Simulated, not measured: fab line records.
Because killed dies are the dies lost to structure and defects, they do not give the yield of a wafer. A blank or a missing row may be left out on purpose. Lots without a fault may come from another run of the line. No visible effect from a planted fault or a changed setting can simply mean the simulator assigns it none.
Chamber matching || flow gf180mcu || GF_CONTACT_CMP_27 on cmp-01: 4 sister chambers
The step polishes, stops on SiO2, t overpolish 15 s, target thk 0 nm. 18 wafers are shown with their chamber, then 9 later ones without.

WAFERS PAIRED WITH THEIR CHAMBERS
{"wafer": "L411.3", "chamber": 1, "motor-current-A (A)": 11.2, "time-to-endpoint-s (s)": 73, "overpolish-run-s (s)": 14.999}
{"wafer": "L411.4", "chamber": 0, "motor-current-A (A)": 11.8, "time-to-endpoint-s (s)": 77, "overpolish-run-s (s)": 14.998}
{"wafer": "L411.5", "chamber": 1, "motor-current-A (A)": 11.1, "time-to-endpoint-s (s)": 74, "overpolish-run-s (s)": 15.004}
{"wafer": "L412.2", "chamber": 3, "motor-current-A (A)": 10.5, "time-to-endpoint-s (s)": 73, "overpolish-run-s (s)": 15.010}
{"wafer": "L412.4", "chamber": 0, "motor-current-A (A)": 11.3, "time-to-endpoint-s (s)": 75, "overpolish-run-s (s)": 15.010}
{"wafer": "L412.5", "chamber": 0, "motor-current-A (A)": 11.9, "time-to-endpoint-s (s)": 77, "overpolish-run-s (s)": 15.013}
{"wafer": "L419.1", "chamber": 1, "motor-current-A (A)": 11.0, "time-to-endpoint-s (s)": 72, "overpolish-run-s (s)": 15.008}
{"wafer": "L419.3", "chamber": 2, "motor-current-A (A)": 9.4, "time-to-endpoint-s (s)": 70, "overpolish-run-s (s)": 15.005}
{"wafer": "L419.6", "chamber": 0, "motor-current-A (A)": 11.7, "time-to-endpoint-s (s)": 75, "overpolish-run-s (s)": 15.007}
{"wafer": "L423.2", "chamber": 2, "motor-current-A (A)": 9.4, "time-to-endpoint-s (s)": 70, "overpolish-run-s (s)": 14.979}
{"wafer": "L423.4", "chamber": 1, "motor-current-A (A)": 10.9, "time-to-endpoint-s (s)": 74, "overpolish-run-s (s)": 14.999}
{"wafer": "L423.5", "chamber": 2, "motor-current-A (A)": 9.0, "time-to-endpoint-s (s)": 73, "overpolish-run-s (s)": 14.990}
{"wafer": "L425.1", "chamber": 3, "motor-current-A (A)": 10.7, "time-to-endpoint-s (s)": 77, "overpolish-run-s (s)": 15.011}
{"wafer": "L425.3", "chamber": 1, "motor-current-A (A)": 11.3, "time-to-endpoint-s (s)": 74, "overpolish-run-s (s)": 14.996}
{"wafer": "L425.6", "chamber": 3, "motor-current-A (A)": 10.2, "time-to-endpoint-s (s)": 76, "overpolish-run-s (s)": 15.003}
{"wafer": "L426.2", "chamber": 1, "motor-current-A (A)": 10.5, "time-to-endpoint-s (s)": 76, "overpolish-run-s (s)": 15.005}
{"wafer": "L426.3", "chamber": 2, "motor-current-A (A)": 9.9, "time-to-endpoint-s (s)": 72, "overpolish-run-s (s)": 14.977}
{"wafer": "L426.5", "chamber": 1, "motor-current-A (A)": 11.1, "time-to-endpoint-s (s)": 75, "overpolish-run-s (s)": 14.968}

SIGNATURES (means of the wafers above)
{"reading": "motor-current-A", "chamber 0": 11.675, "chamber 1": 11.014, "chamber 2": 9.425, "chamber 3": 10.467, "scatter within a chamber": 0.287}
{"reading": "time-to-endpoint-s", "chamber 0": 76.00, "chamber 1": 74.00, "chamber 2": 71.25, "chamber 3": 75.33, "scatter within a chamber": 1.45}
{"reading": "overpolish-run-s", "chamber 0": 15.00700, "chamber 1": 14.99700, "chamber 2": 14.98775, "chamber 3": 15.00800, "scatter within a chamber": 0.0112}
Rule: for a wafer and a chamber, the distance is found by dividing, reading by reading, the gap between the wafer's reading and the chamber's mean by the reading's scatter, squaring, summing and taking the root. The wafer belongs to the nearest chamber; if the next one is less than 2 further off, it can't be placed. The scatter: the root of (the sum of the squares of (reading less its chamber's mean) over the shown wafers, divided by (wafers less chambers)).

WAFERS WHOSE CHAMBER IS MISSING
{"wafer": "L428.2", "motor-current-A (A)": 10.2, "time-to-endpoint-s (s)": 77, "overpolish-run-s (s)": 14.997}
{"wafer": "L428.4", "motor-current-A (A)": 10.6, "time-to-endpoint-s (s)": 71, "overpolish-run-s (s)": 15.001}
{"wafer": "L428.6", "motor-current-A (A)": 10.8, "time-to-endpoint-s (s)": 74, "overpolish-run-s (s)": 14.992}
{"wafer": "L430.1", "motor-current-A (A)": 9.2, "time-to-endpoint-s (s)": 79, "overpolish-run-s (s)": 14.979}
{"wafer": "L430.4", "motor-current-A (A)": 10.6, "time-to-endpoint-s (s)": 77, "overpolish-run-s (s)": 14.997}
{"wafer": "L430.5", "motor-current-A (A)": 10.9, "time-to-endpoint-s (s)": 75, "overpolish-run-s (s)": 15.000}
{"wafer": "L433.1", "motor-current-A (A)": 8.9, "time-to-endpoint-s (s)": 75, "overpolish-run-s (s)": 15.015}
{"wafer": "L433.2", "motor-current-A (A)": 10.9, "time-to-endpoint-s (s)": 73, "overpolish-run-s (s)": 15.014}
{"wafer": "L433.3", "motor-current-A (A)": 10.7, "time-to-endpoint-s (s)": 75, "overpolish-run-s (s)": 14.993}

EACH ONE'S CHAMBER
{"wafer": "L428.2", "from the rows above": "can't be placed: 3 or 1", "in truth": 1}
{"wafer": "L428.4", "from the rows above": "can't be placed: 1 or 3 or 2", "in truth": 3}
{"wafer": "L428.6", "from the rows above": "can't be placed: 1 or 3", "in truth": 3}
{"wafer": "L430.1", "from the rows above": "can't be placed: 2 or 3 or 1", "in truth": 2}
{"wafer": "L430.4", "from the rows above": "can't be placed: 3 or 1", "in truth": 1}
{"wafer": "L430.5", "from the rows above": "can't be placed: 1 or 3", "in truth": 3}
{"wafer": "L433.1", "from the rows above": "can't be placed: 2 or 3", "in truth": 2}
{"wafer": "L433.2", "from the rows above": "can't be placed: 1 or 3 or 0", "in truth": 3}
{"wafer": "L433.3", "from the rows above": "can't be placed: 1 or 3", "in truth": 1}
Correct placement for 0 of the 9. Not placeable from these rows: 9 (in 9, the candidates include the true chamber). Number placed wrongly: 0.
